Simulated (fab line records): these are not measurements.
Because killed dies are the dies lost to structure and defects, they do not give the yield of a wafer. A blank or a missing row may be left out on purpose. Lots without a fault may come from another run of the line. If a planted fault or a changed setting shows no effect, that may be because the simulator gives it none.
Which tool is to blame? -- flow sky130 -- 12 lots, 36 wafers sampled, at 1 step of a route of 708

WHAT THE GAUGES SHOWED, per wafer
SKY_METAL4_OVL_MEAS_14.
lot,measured,on,METAL4_OVL (nm)
L517,day 41 12:53,overlay-01,2 8 3
L518,day 42 01:28,overlay-01,-14 -11 -9
L519,day 42 08:26,overlay-02,2 -2 5
L520,day 42 13:40,overlay-02,-2 -10 -1
L521,day 43 03:41,overlay-02,-2 0 -7
L522,day 43 07:47,overlay-02,-4 -11 -13
L523,day 43 09:35,overlay-02,0 2 -1
L524,day 43 17:31,overlay-02,8 9 6
L525,day 43 23:05,overlay-01,-2 0 -2
L528,day 44 18:31,overlay-01,-7 -13 -13
L537,day 46 23:47,overlay-02,8 2 10
L538,day 47 05:19,overlay-02,-11 -17 -10

EACH LOT AND THE TOOL THAT RAN IT (in order: tool; ch and the chambers of the sampled wafers; start)
Before these readings, the record contains no process step.

WHAT THE TOOLS THEMSELVES READ (means of the sampled wafers that have a number; where no wafer has one, the mark that the record gives instead)
The record holds no such reading with a usual standard deviation.

THE ANSWER, worked out from the rows above alone
Rule: the usual values come from the lots themselves. The widest of any qualifying gaps counts: lots, ordered by their means at a reading, are off when they make up no more than a third of the lots, leave a main group of 4 or more, and stand apart from it by 3 or more times the standard deviation of that group's means. The tables above print the reading to a certain number of digits; a main group whose means all agree to those digits is not used. Also off: a lot with no number at a reading for which 4 or more lots have one. Where the step has rows for the other lots, those lots are counted as sound. First the gauges in route order, then the tools' own readings, where a lot's mean is used as printed above. The first step at which some lot is off is used, and at that step the reading that is off furthest; a lot without a number counts as furthest.
No lot is off on any of the readings shown, so nothing can be concluded from this.

WHAT THE SIMULATOR HAD INSERTED
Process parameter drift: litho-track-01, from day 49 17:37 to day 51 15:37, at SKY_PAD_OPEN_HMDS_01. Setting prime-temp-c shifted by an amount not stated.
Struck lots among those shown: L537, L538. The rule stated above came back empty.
